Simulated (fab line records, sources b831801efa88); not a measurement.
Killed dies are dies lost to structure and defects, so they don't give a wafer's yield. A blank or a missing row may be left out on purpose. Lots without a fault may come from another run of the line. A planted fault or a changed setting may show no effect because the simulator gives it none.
fab line records | flow sky130
record lots=11 wafers=33 last_day=51
route steps=708 shown FIELD_ISO@16 VT_ADJUST_LVTN@105 VT_ADJUST_PCH@152 RES_PROTECT@214 PAD_OPEN@708
lots that met no fault: from a run of the same line without faults
start_h: hours from the record's first day to the start of the lot's first wafer shown | wait_h: hours since the lot's step before | " the same as in the row above | L1.1+2: a row that stands for several wafers | - no value, or no start given | * or withheld: withheld | < > ~ a bound
route shown NAME@n: a module of which the file shows steps, and the number in the route of the first | usual: mean/standard deviation of fault-free wafers | same: alike in all rows | chamber/n: place in a boat | sites: the reading at each site | _std_site: their standard deviation | _edge_site: outer sites' mean less inner sites' | radius_mm: how far each site lies from the wafer's centre | mask NAME#n: copy n | behind: the tool/chamber that last shaped the wafer | hold: why the lot was held/for how many hours/how that ended | device: the transistor (n, p or np) that didn't switch | end of line: the same wafers' tests at the end of the route | a step without rows: its recipe alone | killed: dies lost to structure and defects at the first sort, not the wafer's yield | map: a wafer's dies, x killed, . not, _ none there
set.NAME: the setting as run; set.NAME@STEP: as run at that earlier step | model.NAME: the simulator's own value behind a step, which no gauge read
steps of the route over a sample of lots; a table a step, a row a wafer
services: from which hour (start_h, from the record's first day; less than 0 if before it) a tool's chamber was out of use, for how many hours, and why
## steps
# step SKY_FIELD_ISO_ETCH_15
# recipe chemistry=CHF3/O2 target_depth_nm=180 stop_on=Si source_w=600 bias_w=200 pressure_mtorr=40 chf3_flow_sccm=50 O2_flow_sccm=5 time_s=72
# usual drypump_motor_current_A=5.9/0.43 oes_product_au=0.958/0.0072 throttle_valve_pct=8.848/0.009
# columns lot.wafer tool chamber start_h wait_h drypump_motor_current_A oes_product_au rf_hours_counter_h throttle_valve_pct
L771.2 rie_diel-02 3 28.05 0.0 6.0 0.966 44 8.832
L771.3 " 0 " " 6.0 0.964 126 8.851
L771.6 " 2 " " 5.8 0.955 - 8.857
L773.1 rie_diel-02 2 39.65 0.0 5.8 0.952 149 8.848
L773.2 " 0 " " 6.0 0.962 126 8.845
L773.5 " 1 " " 5.9 0.952 - 8.864
L774.4 rie_diel-02 1 47.18 0.0 5.9 0.955 7 8.853
L774.5 " 3 " " 6.0 0.955 - 8.841
L774.6 " 0 " " 6.0 0.953 - 8.845
L775.3 rie_diel-02 1 50.10 0.0 5.9 0.974 7 8.847
L775.4 " 3 " " 6.0 0.964 45 8.836
L775.6 " 1 " " 5.9 0.962 - 8.836
L780.1 rie_diel-01 3 76.53 0.0 6.0 0.967 150 8.859
L780.3 " 2 " " 6.4 0.962 8 8.857
L780.5 " 0 " " 5.4 0.962 - 8.832
L781.1 rie_diel-01 3 81.55 0.0 6.0 0.962 150 8.850
L781.3 " 2 " " 6.4 0.949 8 8.834
L781.5 " 2 " " 6.5 0.949 - 8.839
L784.2 rie_diel-01 3 98.50 0.0 6.0 0.942 151 8.836
L784.4 " 0 " " 5.4 0.944 51 8.844
L784.6 " 3 " " 6.0 0.943 - 8.858
L789.2 rie_diel-01 3 121.98 0.0 6.0 0.964 151 8.845
L789.4 " 0 " " 5.4 0.962 51 8.844
L789.5 " 2 " " 6.4 0.961 - 8.860
L792.1 rie_diel-01 3 139.04 0.0 6.0 0.965 151 8.841
L792.5 " 2 " " 6.4 0.967 - 8.867
L792.6 " 1 " " 6.4 0.967 - 8.832
L793.1 rie_diel-03 3 160.58 0.0 5.2 0.957 81 8.836
L793.2 " 0 " " 5.6 0.959 142 8.850
L793.6 " 3 " " 5.2 0.970 - 8.849
L794.1 rie_diel-01 0 160.89 0.0 5.4 0.946 52 8.845
L794.4 " 2 " " 6.4 0.959 9 8.857
L794.5 " 1 " " 6.5 0.952 - 8.835
# step SKY_VT_ADJUST_LVTN_IMPLANT_08
# recipe species=B energy_kev=30 dose_cm2=1.57e+12 tilt_deg=withheld
# usual beam_energy_keV=30.000/0.0097
# columns lot.wafer tool chamber start_h wait_h beam_energy_keV
L771.2 implanter-03 0 138.58 0.0 30.014
L771.3 " 0 " " 30.017
L771.6 " 0 " " 30.003
L773.1 implanter-02 0 154.37 0.0 29.994
L773.2 " 0 " " 29.999
L773.5 " 0 " " 29.994
L774.4 implanter-01 0 160.14 0.1 30.013
L774.5 " 0 " " 29.993
L774.6 " 0 " " 30.012
L775.3 implanter-02 0 166.10 0.1 30.005
L775.4 " 0 " " 30.008
L775.6 " 0 " " 30.013
L780.1 implanter-03 0 198.85 0.0 29.988
L780.3 " 0 " " 30.002
L780.5 " 0 " " 29.985
L781.1 implanter-02 0 207.02 0.0 30.017
L781.3 " 0 " " 29.992
L781.5 " 0 " " 29.999
L784.2 implanter-01 0 225.14 0.0 30.005
L784.4 " 0 " " 29.995
L784.6 " 0 " " 30.003
L789.2 implanter-02 0 261.73 0.0 29.999
L789.4 " 0 " " 30.003
L789.5 " 0 " " 29.997
L789.2 implanter-02 0 262.04 0.3 29.991
L789.4 " 0 " " 29.990
L789.5 " 0 " " 30.014
L792.1 implanter-02 0 281.06 0.0 30.004
L792.5 " 0 " " 30.000
L792.6 " 0 " " 30.007
L792.1 implanter-02 0 281.38 0.3 30.006
L792.5 " 0 " " 30.007
L792.6 " 0 " " 30.011
L794.1 implanter-01 0 308.41 0.0 30.003
L794.4 " 0 " " 29.994
L794.5 " 0 " " 29.992
L793.1 implanter-02 0 308.60 0.0 29.989
L793.2 " 0 " " 29.996
L793.6 " 0 " " 29.975
# step SKY_VT_ADJUST_LVTN_TW_MEAS_10
# usual VT_ADJUST_LVTN_TW=244.8/2.4
# columns lot.wafer tool chamber start_h wait_h VT_ADJUST_LVTN_TW
L771.2 film_metro-03 - 138.81 0.1 244.5
L771.3 " - " " 244.9
L771.6 " - " " 245.6
L773.1 film_metro-03 - 154.62 0.1 247.4
L773.2 " - " " 246.5
L773.5 " - " " 247.3
L774.4 film_metro-03 - 160.35 0.1 247.2
L774.5 " - " " 247.5
L774.6 " - " " 247.8
L775.3 film_metro-01 - 166.32 0.1 243.4
L775.4 " - " " 244.9
L775.6 " - " " 243.6
L780.1 film_metro-01 - 199.10 0.1 243.3
L780.3 " - " " 244.8
L780.5 " - " " 243.9
L781.1 film_metro-03 - 207.27 0.1 245.4
L781.3 " - " " 245.7
L781.5 " - " " 246.6
L784.2 film_metro-03 - 225.38 0.1 247.5
L784.4 " - " " 247.8
L784.6 " - " " 247.6
L789.2 film_metro-03 - 262.28 0.1 302.6
L789.4 " - " " 302.8
L789.5 " - " " 302.3
L792.1 film_metro-03 - 281.63 0.1 301.0
L792.5 " - " " 302.0
L792.6 " - " " 301.2
L794.1 film_metro-02 - 308.66 0.1 241.7
L794.4 " - " " 240.4
L794.5 " - " " 242.4
L793.1 film_metro-03 - 308.85 0.1 244.4
L793.2 " - " " 245.5
L793.6 " - " " 245.5
# step SKY_VT_ADJUST_PCH_STRIP_09
# recipe chemistry=O2/N2 power_w=1400 pressure_mtorr=1500 platen_temp_c=withheld o2_flow_sccm=3000 n2_flow_sccm=300 overash_fraction=0.5
# usual drypump_motor_current_A=6.0/0.38 oes_product_au=0.722/0.0043 strip_time_to_endpoint_s=36.91/0.12
# columns lot.wafer tool chamber start_h wait_h drypump_motor_current_A oes_product_au rf_hours_counter_h strip_time_to_endpoint_s
L771.2 plasma_asher-01 1 220.57 0.1 5.6 0.716 54 36.79
L771.3 " 1 " " 5.6 0.720 - 36.98
L771.6 " 1 " " 5.7 0.717 - 36.86
L773.1 plasma_asher-01 0 239.41 0.1 6.3 0.725 56 36.86
L773.2 " 1 " " 5.6 0.728 56 36.86
L773.5 " 0 " " 6.3 0.716 - 36.86
L774.4 plasma_asher-02 1 247.89 0.1 6.3 0.718 - 37.01
L774.5 " 0 " " 6.1 0.723 - 36.92
L774.6 " 1 " " 6.2 0.722 - 37.11
L775.3 plasma_asher-02 0 253.59 0.1 6.1 0.721 - 36.88
L775.4 " 1 " " 6.2 0.718 - 36.95
L775.6 " 1 " " 6.3 0.725 - 37.06
L780.1 plasma_asher-02 0 292.62 0.1 6.1 0.730 47 37.03
L780.3 " 0 " " 6.1 0.723 - 36.99
L780.5 " 0 " " 6.1 0.725 - 37.00
L781.1 plasma_asher-04 0 303.11 0.1 5.0 0.718 18 36.90
L781.3 " 1 " " 5.6 0.720 - 37.02
L781.5 " 1 " " 5.6 0.722 - 36.97
L784.2 plasma_asher-01 1 326.00 0.1 5.6 0.715 64 36.75
L784.4 " 1 " " 5.6 0.727 - 36.71
L784.6 " 0 " " 6.3 0.723 - 36.79
L789.2 plasma_asher-01 1 366.72 0.1 5.6 0.717 68 36.92
L789.4 " 1 " " 5.6 0.723 - 36.92
L789.5 " 0 " " 6.3 0.731 - 36.93
L792.1 plasma_asher-04 0 387.86 0.1 5.0 0.725 26 36.79
L792.5 " 0 " " 5.0 0.722 - 36.81
L792.6 " 1 " " 5.6 0.719 - 36.81
L794.1 plasma_asher-01 0 420.92 0.1 6.2 0.720 73 37.12
L794.4 " 1 " " 5.6 0.727 - 37.12
L794.5 " 0 " " 6.3 0.722 - 37.05
L793.1 plasma_asher-02 0 422.46 0.1 6.1 0.721 60 37.02
L793.2 " 1 " " 6.2 0.724 60 37.09
L793.6 " 0 " " 6.1 0.722 - 37.02
# step SKY_RES_PROTECT_STRIP_07
# recipe chemistry=O2/N2 power_w=1400 pressure_mtorr=1500 platen_temp_c=withheld o2_flow_sccm=3000 n2_flow_sccm=300 overash_fraction=0.5
# usual drypump_motor_current_A=6.1/0.34 oes_product_au=0.517/0.0046 strip_time_to_endpoint_s=23.29/0.05
# columns lot.wafer tool chamber start_h wait_h drypump_motor_current_A oes_product_au rf_hours_counter_h strip_time_to_endpoint_s
L771.2 plasma_asher-03 0 329.73 0.1 5.5 0.513 61 23.32
L771.3 " 1 " " 6.4 0.521 - 23.32
L771.6 " 1 " " 6.4 0.523 - 23.32
L773.1 plasma_asher-03 0 352.48 0.1 5.4 0.523 64 23.24
L773.2 " 1 " " 6.4 0.511 64 23.24
L773.5 " 1 " " 6.5 0.518 - 23.20
L774.4 plasma_asher-02 0 363.82 0.1 6.1 0.520 - 23.30
L774.5 " 1 " " 6.2 0.520 - 23.34
L774.6 " 0 " " 6.1 0.511 - 23.31
L775.3 plasma_asher-02 1 370.22 0.1 6.2 0.514 - 23.36
L775.4 " 0 " " 6.1 0.522 - 23.40
L775.6 " 1 " " 6.2 0.517 - 23.36
L780.1 plasma_asher-01 0 415.87 0.1 6.3 0.519 73 23.37
L780.3 " 1 " " 5.6 0.519 - 23.38
L780.5 " 1 " " 5.6 0.507 - 23.37
L781.1 plasma_asher-03 1 429.47 0.1 6.4 0.517 70 23.33
L781.3 " 0 " " 5.5 0.523 - 23.33
L781.5 " 0 " " 5.4 0.520 - 23.32
L784.2 plasma_asher-02 0 454.98 0.1 6.1 0.520 63 23.28
L784.4 " 1 " " 6.2 0.523 - 23.29
L784.6 " 0 " " 6.1 0.519 - 23.26
L789.2 plasma_asher-02 1 502.28 0.1 6.2 0.509 67 23.31
L789.4 " 0 " " 6.1 0.524 - 23.34
L789.5 " 1 " " 6.2 0.530 - 23.33
L792.1 plasma_asher-02 0 520.56 0.1 6.0 0.520 69 23.32
L792.5 " 0 " " 6.0 0.515 - 23.35
L792.6 " 1 " " 6.3 0.520 - 23.36
L794.1 plasma_asher-02 1 554.38 0.1 6.2 0.516 73 23.30
L794.4 " 1 " " 6.2 0.522 - 23.30
L794.5 " 0 " " 6.1 0.525 - 23.30
L793.1 plasma_asher-02 0 558.93 0.1 6.0 0.516 74 23.29
L793.2 " 1 " " 6.3 0.521 74 23.31
L793.6 " 0 " " 6.1 0.517 - 23.34
# step SKY_PAD_OPEN_PROBE_99
# usual killed_at_M0_to_M3=45/6.9 killed_at_M4_up=3.2/1.8 killed_at_contacts=25/5.3 killed_at_front_end=16/4.3 killed_at_other=0.2/0.52 killed_dies=88/8.7 killed_on_rim=18/3.6 killed_open=48/6.5 killed_short=40/6
# same gross_dies=492 killed_at_back_side=0
# columns lot.wafer tool chamber start_h wait_h killed_at_M0_to_M3 killed_at_M4_up killed_at_contacts killed_at_front_end killed_at_other killed_dies killed_on_rim killed_open killed_short
L771.2 prober-01 - 1068.93 0.1 33 3 24 12 1 73 16 37 36
L771.3 prober-01 - 1068.98 0.2 54 2 28 14 0 98 12 52 46
L771.6 prober-01 - 1069.13 0.2 40 7 24 17 0 88 12 42 46
L773.1 prober-01 - 1083.83 0.1 57 3 25 20 1 106 19 51 54
L773.2 prober-01 - 1083.88 0.1 52 1 15 14 0 82 20 42 39
L773.5 prober-01 - 1084.03 0.2 40 3 15 13 0 71 21 35 34
L774.4 prober-02 - 1095.47 0.2 48 3 22 13 0 86 22 46 40
L774.5 prober-02 - 1095.52 0.2 39 5 24 15 0 83 17 42 41
L774.6 prober-02 - 1095.57 0.2 46 6 18 22 0 92 26 56 36
L775.3 prober-01 - 1111.43 0.2 45 2 25 12 0 84 18 53 31
L775.4 prober-01 - 1111.48 0.2 42 4 20 12 0 78 18 37 41
L775.6 prober-01 - 1111.58 0.2 52 3 20 15 0 90 22 35 52
L780.1 prober-02 - 1126.96 0.1 32 5 35 18 0 90 17 50 40
L780.3 prober-02 - 1127.06 0.2 50 4 38 16 0 108 18 62 46
L780.5 prober-02 - 1127.16 0.2 45 6 26 15 0 92 25 53 39
L781.1 prober-01 - 1136.63 0.1 50 4 27 9 0 90 23 46 44
L781.3 prober-01 - 1136.73 0.2 45 3 29 12 0 89 19 53 36
L781.5 prober-01 - 1136.83 0.2 48 6 28 10 0 92 16 51 41
L784.2 prober-02 - 1158.15 0.1 47 4 17 22 0 90 22 48 42
L784.4 prober-02 - 1158.25 0.2 49 1 25 12 0 87 18 49 38
L784.6 prober-02 - 1158.35 0.2 37 2 24 15 0 78 14 44 33
L789.2 prober-01 - 1181.39 0.1 52 5 16 9 0 82 19 34 47
L789.4 prober-01 - 1181.49 0.2 48 2 27 14 1 92 15 44 47
L789.5 prober-01 - 1181.54 0.2 40 5 21 17 1 84 20 46 38
L792.1 prober-02 - 1187.01 0.1 29 4 24 12 0 69 12 45 24
L792.5 prober-02 - 1187.21 0.2 44 2 23 12 0 81 20 46 35
L792.6 prober-02 - 1187.26 0.2 42 3 26 16 0 87 15 48 39
L794.1 prober-01 - 1207.96 0.1 44 2 24 17 0 87 17 51 36
L794.4 prober-01 - 1208.11 0.2 38 2 22 15 1 78 18 45 33
L794.5 prober-01 - 1208.16 0.2 47 5 21 24 0 97 23 60 36
L793.1 prober-01 - 1225.74 0.1 39 3 20 23 0 85 14 49 36
L793.2 prober-01 - 1225.79 0.1 50 0 30 17 0 97 18 60 37
L793.6 prober-01 - 1225.99 0.2 33 0 39 8 0 80 15 46 34
# killed by level:class
L771.2 CONTACT:geometric_particle:open=9 VIA2:geometric_particle:open=8 VIA1:geometric_particle:short=6 VIA1:geometric_particle:open=6 LI_CONTACT:geometric_particle:open=5 POLY_GATE:geometric_particle:short=4 CONTACT:geometric_particle:short=4 VIA3:geometric_particle:open=4
L771.3 VIA1:geometric_particle:open=14 VIA2:geometric_particle:open=12 LOCAL_INTERCONNECT:geometric_particle:short=6 VIA2:geometric_particle:short=6 CONTACT:geometric_particle:short=5 CONTACT:geometric_particle:open=5 METAL1:geometric_particle:short=5 VIA1:geometric_particle:short=5
L771.6 CONTACT:geometric_particle:open=8 VIA1:geometric_particle:short=7 LI_CONTACT:geometric_particle:open=6 VIA2:geometric_particle:short=6 VIA2:geometric_particle:open=6 VIA3:geometric_particle:open=5 POLY_GATE:geometric_particle:short=5 POLY_GATE:geometric_particle:open=5
L773.1 VIA1:geometric_particle:open=14 CONTACT:geometric_particle:open=10 POLY_GATE:geometric_particle:short=8 VIA1:geometric_particle:short=7 METAL3:geometric_particle:short=7 VIA2:geometric_particle:open=6 LI_CONTACT:geometric_particle:open=6 METAL1:geometric_particle:short=6
L773.2 VIA1:geometric_particle:open=15 VIA2:geometric_particle:open=8 VIA3:geometric_particle:short=7 POLY_GATE:geometric_particle:short=5 LOCAL_INTERCONNECT:geometric_particle:short=5 VIA1:geometric_particle:short=5 VIA2:geometric_particle:short=5 LI_CONTACT:geometric_particle:open=4
L773.5 VIA1:geometric_particle:open=10 METAL2:geometric_particle:short=8 VIA1:geometric_particle:short=6 CONTACT:geometric_particle:open=6 LI_CONTACT:geometric_particle:open=5 VIA2:geometric_particle:open=4 METAL1:geometric_particle:short=3 METAL4:geometric_particle:short=3
L774.4 VIA1:geometric_particle:open=16 CONTACT:geometric_particle:open=8 VIA1:geometric_particle:short=7 LOCAL_INTERCONNECT:geometric_particle:short=6 METAL2:geometric_particle:short=6 POLY_GATE:geometric_particle:short=4 LI_CONTACT:geometric_particle:open=4 VIA3:geometric_particle:open=4
L774.5 VIA1:geometric_particle:open=9 LOCAL_INTERCONNECT:geometric_particle:short=7 VIA1:geometric_particle:short=7 VIA2:geometric_particle:open=7 LI_CONTACT:geometric_particle:open=6 CONTACT:geometric_particle:open=6 CONTACT:geometric_particle:short=4 METAL4:geometric_particle:short=4
L774.6 VIA1:geometric_particle:open=18 CONTACT:geometric_particle:open=8 FIELD_ISO:geometric_particle:short=7 VIA2:geometric_particle:open=7 VIA3:geometric_particle:open=7 LI_CONTACT:geometric_particle:open=6 VIA1:geometric_particle:short=5 FIELD_ISO:geometric_particle:open=4
L775.3 CONTACT:geometric_particle:open=13 VIA1:geometric_particle:open=9 LI_CONTACT:geometric_particle:open=8 VIA3:geometric_particle:open=7 FIELD_ISO:geometric_particle:short=6 VIA2:geometric_particle:open=6 METAL2:geometric_particle:short=5 METAL1:geometric_particle:short=4
L775.4 CONTACT:geometric_particle:open=8 VIA1:geometric_particle:open=7 VIA2:geometric_particle:open=6 CONTACT:geometric_particle:short=5 VIA2:geometric_particle:short=5 METAL1:geometric_particle:short=4 METAL2:geometric_particle:short=4 METAL3:geometric_particle:short=4
L775.6 VIA2:geometric_particle:open=10 METAL1:geometric_particle:short=10 VIA1:geometric_particle:open=8 LOCAL_INTERCONNECT:geometric_particle:short=6 METAL3:geometric_particle:short=6 LI_CONTACT:geometric_particle:short=5 VIA1:geometric_particle:short=5 METAL2:geometric_particle:short=5
L780.1 LI_CONTACT:geometric_particle:open=12 VIA1:geometric_particle:open=10 CONTACT:geometric_particle:open=9 FIELD_ISO:geometric_particle:short=7 LOCAL_INTERCONNECT:geometric_particle:short=6 VIA1:geometric_particle:short=5 METAL4:geometric_particle:short=4 VIA2:geometric_particle:open=4
L780.3 VIA1:geometric_particle:open=15 CONTACT:geometric_particle:open=13 LI_CONTACT:geometric_particle:open=9 CONTACT:geometric_particle:short=7 VIA3:geometric_particle:open=6 VIA2:geometric_particle:open=6 METAL1:geometric_particle:short=5 METAL2:geometric_particle:short=5
L780.5 VIA1:geometric_particle:open=13 CONTACT:geometric_particle:open=7 VIA3:geometric_particle:open=7 LI_CONTACT:geometric_particle:open=6 METAL2:geometric_particle:short=6 POLY_GATE:geometric_particle:open=5 CONTACT:geometric_particle:short=5 METAL4:geometric_particle:short=5
L781.1 VIA1:geometric_particle:open=14 LI_CONTACT:geometric_particle:open=7 CONTACT:geometric_particle:open=7 METAL2:geometric_particle:short=7 VIA1:geometric_particle:short=6 VIA2:geometric_particle:open=6 LOCAL_INTERCONNECT:geometric_particle:short=5 POLY_GATE:geometric_particle:short=4
L781.3 METAL2:geometric_particle:short=11 LI_CONTACT:geometric_particle:open=10 CONTACT:geometric_particle:open=8 VIA2:geometric_particle:open=7 METAL1:geometric_particle:open=6 LOCAL_INTERCONNECT:geometric_particle:short=5 VIA3:geometric_particle:open=5 VIA1:geometric_particle:open=5
L781.5 VIA1:geometric_particle:open=13 LI_CONTACT:geometric_particle:open=9 METAL1:geometric_particle:short=7 VIA1:geometric_particle:short=7 CONTACT:geometric_particle:open=6 VIA2:geometric_particle:open=6 METAL4:geometric_particle:short=4 LI_CONTACT:geometric_particle:short=4
L784.2 FIELD_ISO:geometric_particle:open=10 VIA1:geometric_particle:open=9 LOCAL_INTERCONNECT:geometric_particle:short=6 VIA1:geometric_particle:short=6 METAL2:geometric_particle:short=6 VIA2:geometric_particle:open=6 POLY_GATE:geometric_particle:short=5 LI_CONTACT:geometric_particle:open=5
L784.4 VIA2:geometric_particle:open=11 CONTACT:geometric_particle:open=10 VIA1:geometric_particle:open=9 METAL1:geometric_particle:short=8 LI_CONTACT:geometric_particle:open=6 VIA1:geometric_particle:short=5 POLY_GATE:geometric_particle:short=4 LOCAL_INTERCONNECT:geometric_particle:short=4
L784.6 LI_CONTACT:geometric_particle:open=8 VIA3:geometric_particle:open=8 CONTACT:geometric_particle:open=7 VIA1:geometric_particle:open=7 CONTACT:geometric_particle:short=6 VIA1:geometric_particle:short=5 POLY_GATE:geometric_particle:open=4 METAL1:geometric_particle:short=4
L789.2 METAL2:geometric_particle:short=11 VIA1:geometric_particle:open=8 CONTACT:geometric_particle:short=5 LI_CONTACT:geometric_particle:open=5 VIA3:geometric_particle:open=5 VIA1:geometric_particle:short=5 VIA2:geometric_particle:open=5 METAL1:geometric_particle:short=4
L789.4 VIA1:geometric_particle:open=12 CONTACT:geometric_particle:open=11 CONTACT:geometric_particle:short=6 VIA3:geometric_particle:open=6 METAL1:geometric_particle:short=6 METAL3:geometric_particle:short=6 FIELD_ISO:geometric_particle:short=4 POLY_GATE:geometric_particle:short=4
L789.5 VIA1:geometric_particle:open=9 VIA3:geometric_particle:open=6 CONTACT:geometric_particle:open=6 LI_CONTACT:geometric_particle:open=5 METAL2:geometric_particle:short=5 FIELD_ISO:geometric_particle:open=4 FIELD_ISO:geometric_particle:short=4 METAL4:geometric_particle:short=4
L792.1 CONTACT:geometric_particle:open=12 VIA1:geometric_particle:open=8 LI_CONTACT:geometric_particle:open=5 VIA3:geometric_particle:open=5 FIELD_ISO:geometric_particle:open=4 CONTACT:geometric_particle:short=4 METAL1:geometric_particle:short=3 POLY_GATE:geometric_particle:open=3
L792.5 VIA1:geometric_particle:open=14 METAL1:geometric_particle:short=6 LI_CONTACT:geometric_particle:open=6 LOCAL_INTERCONNECT:geometric_particle:short=6 CONTACT:geometric_particle:open=6 VIA3:geometric_particle:open=6 VIA1:geometric_particle:short=5 METAL2:geometric_particle:short=5
L792.6 CONTACT:geometric_particle:open=10 VIA3:geometric_particle:open=10 VIA2:geometric_particle:open=7 LI_CONTACT:geometric_particle:open=7 POLY_GATE:geometric_particle:short=5 VIA1:geometric_particle:open=5 METAL2:geometric_particle:short=5 FIELD_ISO:geometric_particle:short=4
L794.1 VIA1:geometric_particle:open=11 FIELD_ISO:geometric_particle:open=7 VIA2:geometric_particle:open=7 LOCAL_INTERCONNECT:geometric_particle:short=7 LI_CONTACT:geometric_particle:open=6 METAL2:geometric_particle:short=6 POLY_GATE:geometric_particle:open=5 CONTACT:geometric_particle:open=5
L794.4 CONTACT:geometric_particle:open=13 VIA1:geometric_particle:open=9 VIA3:geometric_particle:open=9 METAL2:geometric_particle:short=6 POLY_GATE:geometric_particle:short=5 VIA1:geometric_particle:short=5 METAL3:geometric_particle:short=4 FIELD_ISO:geometric_particle:open=3
L794.5 VIA1:geometric_particle:open=13 VIA2:geometric_particle:open=9 CONTACT:geometric_particle:open=8 FIELD_ISO:geometric_particle:short=7 LI_CONTACT:geometric_particle:open=7 FIELD_ISO:geometric_particle:open=6 METAL1:geometric_particle:short=6 CONTACT:geometric_particle:short=5
L793.1 CONTACT:geometric_particle:open=12 FIELD_ISO:geometric_particle:short=9 VIA1:geometric_particle:open=9 VIA3:geometric_particle:open=7 VIA2:geometric_particle:open=5 FIELD_ISO:geometric_particle:open=4 METAL1:geometric_particle:short=4 LI_CONTACT:geometric_particle:open=4
L793.2 VIA1:geometric_particle:open=11 CONTACT:geometric_particle:open=10 LI_CONTACT:geometric_particle:open=9 VIA2:geometric_particle:open=7 METAL2:geometric_particle:short=7 FIELD_ISO:geometric_particle:open=6 VIA3:geometric_particle:open=6 FIELD_ISO:geometric_particle:short=4
L793.6 LI_CONTACT:geometric_particle:open=12 CONTACT:geometric_particle:open=9 CONTACT:geometric_particle:short=7 VIA1:geometric_particle:open=6 LOCAL_INTERCONNECT:geometric_particle:short=5 VIA1:geometric_particle:short=5 POLY_GATE:geometric_particle:open=4 LI_CONTACT:geometric_particle:short=4
## services
# columns tool chamber start_h hours kind
plasma_asher-01 - 8.94 2.8 pm
plasma_asher-01 - 95.98 0.7 repair
implanter-02 - 135.74 1.9 repair
rie_diel-01 1 151.80 4.5 repair
plasma_asher-01 - 172.80 12.2 repair
rie_diel-01 - 179.12 2.3 repair
rie_diel-01 3 183.18 22.0 repair
implanter-02 - 185.41 2.0 repair
rie_diel-01 - 202.87 14.6 pm
rie_diel-02 2 217.03 25.6 repair
plasma_asher-02 - 241.67 2.8 pm
rie_diel-01 - 248.77 1.1 repair
implanter-02 - 268.19 3.2 repair
plasma_asher-02 - 276.93 1.6 repair
plasma_asher-02 - 283.88 7.5 repair
implanter-02 - 317.88 9.8 repair
implanter-02 - 348.02 3.3 pm
rie_diel-01 - 378.72 2.8 pm
plasma_asher-01 - 421.25 9.0 pm
plasma_asher-02 - 425.63 6.0 repair
rie_diel-01 - 501.73 4.3 pm
implanter-02 - 529.18 11.1 pm
rie_diel-01 - 547.85 1.2 repair
implanter-02 - 552.06 4.9 repair
## key
first_sign step=SKY_VT_ADJUST_LVTN_IMPLANT_08 reading=visit direction=added
effect step=SKY_VT_ADJUST_LVTN_TW_MEAS_10 reading=VT_ADJUST_LVTN_TW direction=up sigmas=24 usual=244.8 struck=302.0
met_at SKY_VT_ADJUST_LVTN_IMPLANT_08
struck_lots L789,L792
tester_left_out L789,L792
not_acting_at SKY_FIELD_ISO_ETCH_15,SKY_VT_ADJUST_PCH_STRIP_09,SKY_RES_PROTECT_STRIP_07
fault kind=repeated_step_whole tool=implanter-01,implanter-02,implanter-03 chamber=- onset_h=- steps=SKY_VT_ADJUST_LVTN_IMPLANT_08 times=1 scope=struck_lots_only
# tester_left_out: of these lots the tester's yield and bins aren't shown, on N5 and GAA mostly nor the transistor test; their killed dies are dies lost to structure and defects alone, not to doping, threshold or leakage, so they don't give the yield
